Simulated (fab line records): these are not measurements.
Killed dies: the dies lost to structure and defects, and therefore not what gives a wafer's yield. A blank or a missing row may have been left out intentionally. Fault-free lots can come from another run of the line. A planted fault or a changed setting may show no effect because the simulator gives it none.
Split-lot trial | flow sky130 | route with 708 steps; 5 lots, 23 wafers read

== THE SPLIT ==
At SKY_SONOS_ONO_DEVELOP_12 (develop time 60 s), the setting develop time s was moved away from the recipe's 60 s on 8 of the 23 wafers read, by -9.5% to +8.5%. For the rest of the wafers, this setting stayed at what the recipe calls for.

Split to reading: the file shows no intervening step.

== THE READING ==
Shown in nm: cd nm at SKY_SONOS_ONO_CD_MEAS_13, with target cd 410 nm. Fault-free wafers of this fab line usually give 409.8 nm, standard deviation 1.9 nm.

wafer  | tool, chamber at the split | develop time s as run, s | against the recipe | cd nm, nm | against lot-mates on the recipe
L078.2 | litho track-03, 0          | 60                       | recipe             | 408.3     | -
L078.3 | litho track-03, 0          | 60                       | recipe             | 406.5     | -
L078.6 | litho track-03, 0          | 60                       | recipe             | 410.1     | -
L079.1 | litho track-02, 0          | 65.1                     | +8.5%              | 402.8     | -9.2
L079.2 | litho track-02, 0          | 65.1                     | +8.5%              | 403.1     | -8.9
L079.4 | litho track-02, 0          | 60                       | recipe             | 413.1     | -
L079.5 | litho track-02, 0          | 60                       | recipe             | 411.0     | -
L079.6 | litho track-02, 0          | 65.1                     | +8.5%              | 404.6     | -7.4
L080.1 | litho track-04, 0          | 60                       | recipe             | 411.0     | -
L080.2 | litho track-04, 0          | 60                       | recipe             | 411.7     | -
L080.4 | litho track-04, 0          | 54.27                    | -9.5%              | 418.0     | +6.4
L080.5 | litho track-04, 0          | 60                       | recipe             | 412.2     | -
L080.6 | litho track-04, 0          | 54.27                    | -9.5%              | 420.2     | +8.6
L081.1 | litho track-02, 0          | 64.46                    | +7.4%              | 399.6     | -9.2
L081.2 | litho track-02, 0          | 64.46                    | +7.4%              | 400.9     | -8.0
L081.3 | litho track-02, 0          | 64.46                    | +7.4%              | 401.5     | -7.4
L081.4 | litho track-02, 0          | 60                       | recipe             | 409.5     | -
L081.5 | litho track-02, 0          | 60                       | recipe             | 408.2     | -
L085.1 | litho track-02, 0          | 60                       | recipe             | 408.8     | -
L085.2 | litho track-02, 0          | 60                       | recipe             | 408.2     | -
L085.3 | litho track-02, 0          | 60                       | recipe             | 409.5     | -
L085.4 | litho track-02, 0          | 60                       | recipe             | 411.4     | -
L085.5 | litho track-02, 0          | 60                       | recipe             | 409.4     | -

FIT RESULTS
A straight line over all 23 wafers: cd nm changes by -0.963 nm for each +1% of develop time s; r = -0.93; the points scatter about the line by 1.9 nm.
The same after taking each lot's own level away (the mean of its wafers on the recipe; 23 wafers): -0.943 nm for each +1%; r = -0.97; scatter 1.2 nm.
The reading moves by 9 nm for the largest change in develop time s, on that fit.
From 408.30 to 412.05 nm: that is the span of the lots' own levels, equal to 2.0 times the standard deviation above.
The two slopes agree, so the slope changes little with the lot-to-lot level.
Check: for one of the wafers moved furthest among these (-9.5%), held out of the fit, the line's prediction against its lot-mates is +9.47 nm. It came out at +6.37 nm against them.

== THESE WAFERS: OTHER SPLITS ==
Other splits were also applied to these wafers ahead of the reading. Each is held against what the fit with the lots' levels taken away leaves over:
other split on the same wafers           | wafers away from the commonest value | r with cd nm (lot level and that fit taken away)
SKY_VT_ADJUST_NCORE_EXPOSE_04 dose mj    | 9                                    | -0.04
SKY_VT_ADJUST_HVTR_DEVELOP_06 dev temp c | 6                                    | +0.09
SKY_VT_ADJUST_PCH_SOFTBAKE_03 temp c     | 10                                   | +0.09
SKY_VT_ADJUST_PCH_STRIP_09 power w       | 7                                    | +0.42
SKY_SONOS_TUNNEL_IMPLANT_09 energy kev   | 9                                    | -0.03
SKY_SONOS_ONO_OXIDATION_00 temp c        | 15                                   | +0.02

== THE WHOLE CHAIN: every reading that the file lists as answering this split, in the file's order ==
step                     | what it does                                                       | reading                                                          | change (the file's fit)               | r (the file's)
SKY_SONOS_ONO_CD_MEAS_13 | target cd 410 nm                                                   | cd nm                                                            | -0.936 nm for each +1% of the setting | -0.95
SKY_SONOS_ONO_ETCH_15    | etches the open film in CHF3/O2, target depth 19.52 nm, time 7.8 s | SONOS_ONO.cd nm (the simulator's own value, which no gauge read) | -0.968 nm for each +1% of the setting | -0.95

== THE FILE'S OWN FIT ==
cd nm changes by -0.936 nm for each +1% of develop time s, r = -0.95.
